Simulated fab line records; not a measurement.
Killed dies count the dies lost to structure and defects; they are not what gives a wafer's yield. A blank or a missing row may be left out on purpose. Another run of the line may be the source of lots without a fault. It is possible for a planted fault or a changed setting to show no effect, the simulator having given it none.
A lot that was struck, set against a sound lot	flow sky130	22 steps out of a route of 708
Sound: wafers L541.1, L541.2, L541.5. Struck: wafers L534.2, L534.4 (left out: L534.6, a lot-mate that was not struck); the cause follows at the end.
Per side, at each step with rows, come the tool, then ch with its chambers, and then its first start. Under that, the readings that differ: sound wafers	struck wafers	difference of the means	sigmas: that difference in standard deviations of wafers without a fault.
alike: readings with means less than 2 such deviations apart, plus words and numbers identical on both sides. not compared: withheld readings, readings lacking a value on some wafer, bounds such as >300 that could conceal the same value, and numbers that have no deviation in the record and whose values overlap.
Wherever a step has rows on one side only, a row that says differs or no value, or a row with sigmas, the two part there. When numbers do not overlap yet have no deviation, they are printed without sigmas and do not part them. A reading that every wafer of one side lacks parts them only if that side has two wafers or more.

first, 5 steps without rows for these wafers: SKY_POLY_CUT_COAT_03 (resist thk 450 nm); SKY_POLY_CUT_SOFTBAKE_04 (time 90 s); SKY_POLY_CUT_EXPOSE_05 (exposes mask NPCM, target cd 270 nm); SKY_POLY_CUT_PEB_06; SKY_POLY_CUT_DEVELOP_07 (develop time 60 s).
SKY_POLY_CUT_CD_MEAS_08 targets a cd of 270 nm.
  sound on cd sem-02 at day 30 13:56; struck on cd sem-01 at day 28 03:05
  alike: cd nm
SKY_POLY_CUT_OVL_MEAS_09:
  sound on overlay-01 at day 30 14:03; struck on overlay-02 at day 28 03:11
  alike: POLY_CUT_OVL
SKY_POLY_CUT_ETCH_10: etches BARC in N2/H2, stops on SiO2, time 45.9 s, target depth 60 nm.
  sound on rie diel-03 ch 0,2, day 30 14:05; struck on rie diel-01 ch 1,3, day 28 03:13
  alike: drypump motor current A, oes product au, rf fwd power W, throttle valve pct
  not compared: rf hours counter h
SKY_POLY_CUT_ETCH_11: etches Si3N4 in CF4/CH2F2/Ar, stops on poly-Si, time 42.5 s, target depth 60 nm.
  sound on rie diel-03 ch 0,2, day 30 14:08; struck on rie diel-01 ch 1,3, day 28 03:16
  alike: drypump motor current A, oes product au, rf fwd power W, throttle valve pct
  not compared: rf hours counter h
SKY_POLY_CUT_STRIP_12: strips in O2/N2.
  sound on plasma asher-04 ch 0,1, day 30 14:10; struck on plasma asher-02 ch 0,1, day 28 03:19
  alike: drypump motor current A, oes product au, strip time to endpoint s
  not compared: rf hours counter h
then, 2 steps without rows for these wafers: SKY_SD_P_DEHYDRATE_00 (time 60 s); SKY_SD_P_HMDS_01 (prime time 60 s).
SKY_SD_P_COAT_02: resist thk 1140 nm.
  sound on litho track-02 ch 0, day 31 03:53; struck on litho track-03 ch 0, day 28 18:14
reading	sound	struck	difference	sigmas
model.NOVOLAK_of_SD_P_COAT_02.thk nm (nm)	1145 1149 1144	815.7 817.1	-329.6	
  alike: exhaust pa
then, 3 steps without rows for these wafers: SKY_SD_P_SOFTBAKE_03 (time 60 s); SKY_SD_P_EXPOSE_04 (exposes mask PSDM, target cd 380 nm); SKY_SD_P_PEB_05.
SKY_SD_P_DEVELOP_06: develop time 60 s.
  sound on litho track-04 ch 0, day 31 17:13; struck on litho track-03 ch 0, day 29 07:44
reading	sound	struck	difference	sigmas
model.NOVOLAK_of_SD_P_COAT_02.thk nm (nm)	1145 1149 1144	815.3 816.7	-330.0	
  alike: developer temp C, exhaust pa
SKY_SD_P_CD_MEAS_07 targets a cd of 380 nm.
  sound on cd sem-02 at day 31 17:22; struck on cd sem-02 at day 29 07:53
reading	sound	struck	difference	sigmas
cd nm (nm)	383.1 383.9 383.6	415.5 413.3	+30.9	+12
SKY_SD_P_OVL_MEAS_08:
  sound on overlay-01 at day 31 17:29; struck on overlay-01 at day 29 07:59
  alike: SD_P_OVL
after that, 1 step had no rows for these wafers: SKY_SD_P_IMPLANT_09.
SKY_SD_P_STRIP_10: strips in O2/N2.
  sound on plasma asher-03 ch 0,1, day 31 17:40; struck on plasma asher-01 ch 1, day 29 08:10
reading	sound	struck	difference	sigmas
oes product au (a.u.)	0.619 0.614 0.612	0.590 0.590	-0.025	-5
strip time to endpoint s (s)	17.56 17.61 17.56	13.78 13.76	-3.81	-99 or more
  alike: drypump motor current A
  not compared: rf hours counter h
SKY_SD_P_TW_MEAS_11:
  sound on film metro-02 at day 31 17:46; struck on film metro-04 at day 29 08:17
  alike: SD_P_TW

== WHERE THEY PART ==
Earliest at SKY_SD_P_CD_MEAS_07; latest, in this record, at SKY_SD_P_STRIP_10. Later steps at which nothing parts them and some readings are alike: SKY_SD_P_TW_MEAS_11.

WHY: what the simulator had put in
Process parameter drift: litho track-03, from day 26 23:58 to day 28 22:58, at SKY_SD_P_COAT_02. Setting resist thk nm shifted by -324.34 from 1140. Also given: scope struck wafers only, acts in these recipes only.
